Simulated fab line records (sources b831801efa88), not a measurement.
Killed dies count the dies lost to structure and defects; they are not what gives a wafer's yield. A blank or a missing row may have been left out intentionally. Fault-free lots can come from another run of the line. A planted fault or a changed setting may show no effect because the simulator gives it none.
fab line records -- flow sky130
[record] lots = 5, wafers = 15, lastDay = 47
route steps=708 shown SONOS_ONO@173 PAD_OPEN@708
lots that met no fault: taken from a fault-free run of the same line
startH: hours from the record's opening day to when the first of the lot's shown wafers began -- waitH: hours since the lot's step before -- " repeats the value in the row above -- L1.1+2: several wafers, shown together as one row -- - no value present, or no start provided -- * or withheld: withheld -- < > ~ a bound
route shown NAME@n: NAME is a module with steps in the file, n the number in the route of the first one -- usual: mean/standard deviation taken from wafers without a fault -- same: alike in all rows -- chamber/n: place in a boat -- sites: each site's reading -- _std_site: how widely they spread, as a standard deviation -- _edge_site: outer sites' mean less inner sites' -- radiusMm: for every site, how far away it sits from the centre of the wafer -- mask NAME#n: copy n -- behind: the most recent tool/chamber to have shaped the wafer -- hold: why the lot was held/for how many hours/how that ended -- device: the transistor (n, p or np) that didn't switch -- end of line: the same wafers' tests at the end of the route -- step lacking rows: just its recipe -- killed: the dies lost at the first sort to structure and to defects; this is not the yield of the wafer -- map: a wafer's dies, x killed, . not, _ none there
set.NAME: the run value of the setting; set.NAME@STEP: its run value at that earlier step -- model.NAME: the simulator's own value behind a step, which no gauge read
a table for each step, a row for each wafer; lots at some steps of the route
services: when a tool's chamber went out of use (startH, in hours from the record's first day, below 0 if earlier), for how many hours, and the reason
[[steps]]
[step SKY_SONOS_ONO_THK_MEAS_05]
[recipe] reads = SiO2_of_SONOS_ONO_CVD_04
[usual] SONOS_ONO_CVD_04_THK = 5.72/0.12
lot.wafer,tool,chamber,startH,waitH,SONOS_ONO_CVD_04_THK[nm]
L340.3,filmMetro-03,-,259.89,0.0,5.63
L340.4,filmMetro-03,-,259.89,0.0,5.57
L340.5,filmMetro-03,-,259.89,0.0,5.75
L341.2,filmMetro-01,-,268.91,0.0,5.72
L341.3,filmMetro-01,-,268.91,0.0,5.72
L341.4,filmMetro-01,-,268.91,0.0,5.77
L345.1,filmMetro-01,-,300.94,0.0,5.88
L345.4,filmMetro-01,-,300.94,0.0,5.88
L345.5,filmMetro-01,-,300.94,0.0,5.75
L346.1,filmMetro-03,-,304.42,0.0,5.69
L346.3,filmMetro-03,-,304.42,0.0,5.63
L346.5,filmMetro-03,-,304.42,0.0,5.58
L348.1,filmMetro-03,-,323.89,0.0,5.55
L348.4,filmMetro-03,-,323.89,0.0,5.53
L348.6,filmMetro-03,-,323.89,0.0,5.67
[step SKY_SONOS_ONO_DEHYDRATE_06]
[recipe] tempC = 200, timeS = 60
[step SKY_SONOS_ONO_HMDS_07]
[recipe] primeTimeS = 60, primeTempC = 120
[step SKY_SONOS_ONO_COAT_08]
[recipe] resist = NOVOLAK, spinRpm = 3000, resistThkNm = 1140
[step SKY_SONOS_ONO_SOFTBAKE_09]
[recipe] tempC = 90, timeS = 60, resist = NOVOLAK
[step SKY_SONOS_ONO_EXPOSE_10]
[recipe] maskId = ONOM, targetCdNm = 410, na = 0.6, sourceShape = conventional, sigmaOuter = 0.6, doseMj = 150
[step SKY_SONOS_ONO_PEB_11]
[recipe] tempC = withheld, timeS = *, resist = NOVOLAK
[step SKY_SONOS_ONO_DEVELOP_12]
[recipe] developTimeS = 60, devTempC = 23
[step SKY_SONOS_ONO_CD_MEAS_13]
[recipe] targetCdNm = 410
[usual] cdNm = 410.3/2.1
lot.wafer,tool,chamber,startH,waitH,cdNm
L340.3,cdSem-01,-,283.17,0.1,413.3
L340.4,cdSem-01,-,283.17,0.1,413.2
L340.5,cdSem-01,-,283.17,0.1,414.0
L341.2,cdSem-01,-,292.34,0.1,411.0
L341.3,cdSem-01,-,292.34,0.1,411.8
L341.4,cdSem-01,-,292.34,0.1,410.6
L345.1,cdSem-02,-,325.68,0.1,409.5
L345.4,cdSem-02,-,325.68,0.1,412.3
L345.5,cdSem-02,-,325.68,0.1,410.8
L346.1,cdSem-02,-,328.78,0.1,411.9
L346.3,cdSem-02,-,328.78,0.1,409.8
L346.5,cdSem-02,-,328.78,0.1,410.5
L348.1,cdSem-01,-,349.67,0.1,413.3
L348.4,cdSem-01,-,349.67,0.1,413.2
L348.6,cdSem-01,-,349.67,0.1,414.1
[step SKY_SONOS_ONO_OVL_MEAS_14]
[usual] SONOS_ONO_OVL = 0.1/1.5
lot.wafer,tool,chamber,startH,waitH,SONOS_ONO_OVL[nm]
L340.3,overlay-01,-,283.26,0.1,-0.7
L340.4,overlay-01,-,283.26,0.1,1.4
L340.5,overlay-01,-,283.26,0.1,0.7
L341.2,overlay-01,-,292.44,0.1,-0.5
L341.3,overlay-01,-,292.44,0.1,0.7
L341.4,overlay-01,-,292.44,0.1,1.4
L345.1,overlay-02,-,325.80,0.1,1.8
L345.4,overlay-02,-,325.80,0.1,0.2
L345.5,overlay-02,-,325.80,0.1,-0.5
L346.1,overlay-01,-,328.90,0.1,1.4
L346.3,overlay-01,-,328.90,0.1,2.9
L346.5,overlay-01,-,328.90,0.1,3.3
L348.1,overlay-02,-,349.79,0.1,-2.8
L348.4,overlay-02,-,349.79,0.1,-2.8
L348.6,overlay-02,-,349.79,0.1,-1.8
[step SKY_SONOS_ONO_ETCH_15]
[recipe] targetDepthNm = 19.52, chemistry = CHF3/O2, sourceW = 600, biasW = 200, pressureMtorr = 40, chf3FlowSccm = 50, O2_flow_sccm = 5, timeS = 7.8
[usual] chamberPressureMTorr = 40.00/0.035, drypumpMotorCurrentA = 5.8/0.39, oesProductAu = 1.004/0.0098, throttleValvePct = 8.825/0.0092
[same] timeS = 7.8
lot.wafer,tool,chamber,startH,waitH,chamberPressureMTorr,drypumpMotorCurrentA,oesProductAu,rfHoursCounterH,throttleValvePct
L340.3,rieDiel-04,2,283.29,0.0,40.01,6.4,1.007,45,8.814
L340.4,rieDiel-04,3,283.29,0.0,39.99,5.4,0.999,92,8.821
L340.5,rieDiel-04,3,283.29,0.0,40.00,5.4,1.012,-,8.820
L341.2,rieDiel-04,0,292.47,0.0,39.98,5.9,1.003,123,8.820
L341.3,rieDiel-04,3,292.47,0.0,39.97,5.4,1.002,92,8.819
L341.4,rieDiel-04,1,292.47,0.0,40.04,5.8,1.014,43,8.840
L345.1,rieDiel-03,2,325.84,0.0,40.00,5.5,1.016,72,8.826
L345.4,rieDiel-03,3,325.84,0.0,40.00,6.3,0.992,2,8.815
L345.5,rieDiel-03,1,325.84,0.0,40.02,5.3,1.009,-,8.836
L346.1,rieDiel-02,1,328.94,0.0,39.98,5.5,1.002,48,8.835
L346.3,rieDiel-02,2,328.94,0.0,39.98,6.4,0.999,55,8.815
L346.5,rieDiel-02,0,328.94,0.0,40.00,5.3,0.996,-,8.821
L348.1,rieDiel-02,3,349.82,0.0,39.99,6.0,1.004,1,8.820
L348.4,rieDiel-02,0,349.82,0.0,39.99,5.2,1.006,5,8.819
L348.6,rieDiel-02,0,349.82,0.0,39.99,5.2,1.005,-,8.830
[step SKY_SONOS_ONO_WET_ETCH_16]
[recipe] chemistry = dHF, targetDepthNm = 14, dry = n2Spin, target = SiO2, dilution = 100:1, tempC = 25, timeS = 280
[step SKY_SONOS_ONO_STRIP_17]
[recipe] chemistry = O2/N2, powerW = 1400, pressureMtorr = 1500, platenTempC = withheld, o2FlowSccm = 3000, n2FlowSccm = 300, overashFraction = 0.5
[usual] chamberPressureMTorr = 1500.0/1.4, drypumpMotorCurrentA = 5.7/0.35, oesProductAu = 0.710/0.0046, stripTimeToEndpointS = 14.11/0.04
lot.wafer,tool,chamber,startH,waitH,chamberPressureMTorr,drypumpMotorCurrentA,oesProductAu,rfHoursCounterH,stripTimeToEndpointS,model.NOVOLAK_of_SONOS_ONO_COAT_08.thkNm
L340.3,plasmaAsher-03,0,283.43,0.0,1501.2,5.8,0.706,-,14.06,0
L340.4,plasmaAsher-03,1,283.43,0.0,1499.8,5.7,0.707,-,14.06,0
L340.5,plasmaAsher-03,0,283.43,0.0,1500.9,5.8,0.707,-,14.09,0
L341.2,plasmaAsher-02,0,292.58,0.0,1499.9,6.1,0.705,48,14.11,0
L341.3,plasmaAsher-02,1,292.58,0.0,1498.5,5.5,0.718,-,14.10,0
L341.4,plasmaAsher-02,0,292.58,0.0,1498.8,6.1,0.705,-,14.04,0
L345.1,plasmaAsher-02,0,325.94,0.0,1501.6,6.1,0.921,50,-,416
L345.4,plasmaAsher-02,0,325.94,0.0,1500.3,6.1,0.917,-,-,415.2
L345.5,plasmaAsher-02,0,325.94,0.0,1499.7,6.1,0.923,-,-,415.7
L346.1,plasmaAsher-04,1,329.04,0.0,1498.3,5.1,0.710,66,14.16,0
L346.3,plasmaAsher-04,1,329.04,0.0,1500.4,5.2,0.710,-,14.15,0
L346.5,plasmaAsher-04,0,329.04,0.0,1501.5,6.1,0.714,-,14.17,0
L348.1,plasmaAsher-03,1,349.93,0.0,1500.4,5.7,0.716,23,14.23,0
L348.4,plasmaAsher-03,0,349.93,0.0,1501.0,5.8,0.705,-,14.11,0
L348.6,plasmaAsher-03,1,349.93,0.0,1502.0,5.7,0.710,-,14.17,0
[step SKY_SONOS_ONO_WET_ETCH_18]
[recipe] chemistry = H3PO4, targetDepthNm = 15, target = Si3N4, tempC = 160, timeS = 172
[step SKY_PAD_OPEN_PROBE_99]
[usual] killed_at_M0_to_M3 = 42/7.4, killed_at_M4_up = 3.4/1.8, killedAtContacts = 25/5.4, killedAtFrontEnd = 15/4.4, killedAtOther = 0.2/0.52, killedDies = 86/9.3, killedOnRim = 17/3.9, killedOpen = 47/7.6, killedShort = 39/6.5
[same] grossDies = 492, killedAtBackSide = 0
lot.wafer,tool,chamber,startH,waitH,killed_at_M0_to_M3,killed_at_M4_up,killedAtContacts,killedAtFrontEnd,killedAtOther,killedDies,killedOnRim,killedOpen,killedShort
L341.2,prober-01,-,1088.04,0.1,46,2,27,18,0,93,22,47,46
L341.3,prober-01,-,1088.09,0.2,38,3,24,16,0,81,16,48,33
L341.4,prober-01,-,1088.14,0.2,41,5,18,18,2,84,17,43,41
L345.1,prober-01,-,1112.12,0.1,37,2,26,427,0,492,96,45,48
L345.4,prober-01,-,1112.27,0.2,40,6,26,420,0,492,96,49,38
L345.5,prober-01,-,1112.32,0.2,43,5,17,426,1,492,96,48,36
L348.1,prober-02,-,1128.65,0.1,34,2,27,12,0,75,15,40,35
L348.4,prober-02,-,1128.80,0.2,50,3,30,19,0,102,20,54,48
L348.6,prober-02,-,1128.90,0.2,33,4,24,23,0,84,17,47,37
// killed by level:class
L341.2 CONTACT:geometricParticle:open=11 VIA2:geometricParticle:open=8 METAL2:geometricParticle:short=7 CONTACT:geometricParticle:short=6 VIA1:geometricParticle:open=6 VIA3:geometricParticle:open=6 FIELD_ISO:geometricParticle:short=4 POLY_GATE:geometricParticle:open=4
L341.3 VIA1:geometricParticle:open=14 CONTACT:geometricParticle:open=11 VIA1:geometricParticle:short=7 POLY_GATE:geometricParticle:open=6 LI_CONTACT:geometricParticle:open=6 FIELD_ISO:geometricParticle:short=4 POLY_GATE:geometricParticle:short=4 METAL1:geometricParticle:short=4
L341.4 VIA2:geometricParticle:open=10 METAL1:geometricParticle:short=7 VIA1:geometricParticle:open=7 CONTACT:geometricParticle:open=6 POLY_GATE:geometricParticle:short=5 LI_CONTACT:geometricParticle:open=5 METAL2:geometricParticle:short=5 FIELD_ISO:geometricParticle:open=4
L345.1 GATE_OXIDE:areaOxidation=399 VIA1:geometricParticle:open=11 LI_CONTACT:geometricParticle:open=9 FIELD_ISO:geometricParticle:short=6 POLY_GATE:geometricParticle:short=6 METAL1:geometricParticle:short=6 LI_CONTACT:geometricParticle:short=5 CONTACT:geometricParticle:open=5
L345.4 GATE_OXIDE:areaOxidation=405 VIA1:geometricParticle:open=11 VIA3:geometricParticle:open=9 CONTACT:geometricParticle:open=8 CONTACT:geometricParticle:short=6 METAL2:geometricParticle:short=6 POLY_GATE:geometricParticle:open=5 LOCAL_INTERCONNECT:geometricParticle:short=5
L345.5 GATE_OXIDE:areaOxidation=408 VIA1:geometricParticle:open=11 VIA1:geometricParticle:short=6 LI_CONTACT:geometricParticle:open=6 VIA2:geometricParticle:open=6 POLY_GATE:geometricParticle:short=5 POLY_GATE:geometricParticle:open=5 CONTACT:geometricParticle:open=5
L348.1 CONTACT:geometricParticle:open=11 VIA1:geometricParticle:open=11 FIELD_ISO:geometricParticle:short=6 LI_CONTACT:geometricParticle:open=6 METAL2:geometricParticle:short=6 CONTACT:geometricParticle:short=5 VIA1:geometricParticle:short=4 LOCAL_INTERCONNECT:geometricParticle:short=4
L348.4 CONTACT:geometricParticle:open=11 LI_CONTACT:geometricParticle:open=10 FIELD_ISO:geometricParticle:open=8 FIELD_ISO:geometricParticle:short=7 METAL1:geometricParticle:short=7 VIA2:geometricParticle:open=7 VIA3:geometricParticle:open=7 CONTACT:geometricParticle:short=6
L348.6 VIA1:geometricParticle:open=10 FIELD_ISO:geometricParticle:open=6 CONTACT:geometricParticle:short=6 CONTACT:geometricParticle:open=6 FIELD_ISO:geometricParticle:short=4 POLY_GATE:geometricParticle:short=4 POLY_GATE:geometricParticle:open=4 LI_CONTACT:geometricParticle:open=4
// map L345.1 (x killed, . not)
__________xxxxxxxxxx_________
________xxxxxxxxxxxxxx_______
______xxxxxxxxxxxxxxxxxx_____
_____xxxxxxxxxxxxxxxxxxxx____
____xxxxxxxxxxxxxxxxxxxxxx___
___xxxxxxxxxxxxxxxxxxxxxxxx__
__xxxxxxxxxxxxxxxxxxxxxxxxxx_
_xxxxxxxxxxxxxxxxxxxxxxxxxxxx
_xxxxxxxxxxxxxxxxxxxxxxxxxxxx
_xxxxxxxxxxxxxxxxxxxxxxxxxxxx
_xxxxxxxxxxxxxxxxxxxxxxxxxxxx
_xxxxxxxxxxxxxxxxxxxxxxxxxxxx
_xxxxxxxxxxxxxxxxxxxxxxxxxxxx
_xxxxxxxxxxxxxxxxxxxxxxxxxxxx
_xxxxxxxxxxxxxxxxxxxxxxxxxxxx
__xxxxxxxxxxxxxxxxxxxxxxxxxx_
___xxxxxxxxxxxxxxxxxxxxxxxx__
____xxxxxxxxxxxxxxxxxxxxxx___
_____xxxxxxxxxxxxxxxxxxxx____
______xxxxxxxxxxxxxxxxxx_____
________xxxxxxxxxxxxxx_______
__________xxxxxxxxxx_________
// map L341.2 (x killed, . not)
__________x........._________
________...........x.._______
______..........x...x..._____
_____x.................x.____
____xx....................___
___...............xx.x..x..__
__x..x.....................x_
_x..x............x..x.....x..
_x..x............x..x..x.....
_..x.x........x..xx..x.......
_..x.xx......x...........x.xx
_......x...x.x.xxx...xx...x.x
_.......x.x..xx........x....x
_.....x....x...........x..x.x
_...x...x.........x....x.x...
__.......x...............xx._
___..x..x........x.xx....xx__
____....x..x.....x.xxx....___
_____.x..x..x....x.......____
______........x........._____
________...x.xx..x..x._______
__________....x.xx.._________
[[services]]
tool,chamber,startH,hours,kind
plasmaAsher-02,-,267.51,2.9,repair
plasmaAsher-04,-,283.16,2.0,repair
plasmaAsher-02,-,293.43,8.1,repair
rieDiel-04,0,314.45,-,clean
rieDiel-04,0,314.45,13.8,scheduledDown
rieDiel-04,0,314.45,13.8,ventCycle
plasmaAsher-02,-,347.59,2.8,pm
[[key]]
[firstSign] step = SKY_SONOS_ONO_STRIP_17, reading = oesProductAu, direction = up, sigmas = 46, usual = 0.710, struck = 0.921
[effect] step = SKY_PAD_OPEN_PROBE_99, reading = killedAtFrontEnd, direction = up, sigmas = 93, usual = 15, struck = 424
[modelEffect] step = SKY_SONOS_ONO_STRIP_17, value = NOVOLAK_of_SONOS_ONO_COAT_08.thkNm, without = 0, struck = 415.6
[moreKillsBornAt] SKY_GATE_OXIDE_OXIDATION_01@furnace-01 = 1212
metAt SKY_SONOS_ONO_STRIP_17
struckWafers L345.1,L345.4,L345.5
laterRowsLeftOut L345.1,L345.4,L345.5
testerLeftOut L345
onsetBetween 292.58 325.94
[fault] kind = stripAborted, tool = plasmaAsher-02, chamber = -, onsetH = 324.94, steps = SKY_SONOS_ONO_STRIP_17, offset = 0.63237, endH = 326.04
// testerLeftOut: of these lots the tester's yield and bins aren't shown, on N5 and GAA mostly nor the transistor test; their killed dies are dies lost to structure and defects alone, not to doping, threshold or leakage, so they don't give the yield
// laterRowsLeftOut: the simulator's readings of these wafers behind a module that went badly wrong aren't trusted and aren't shown, but for the sort
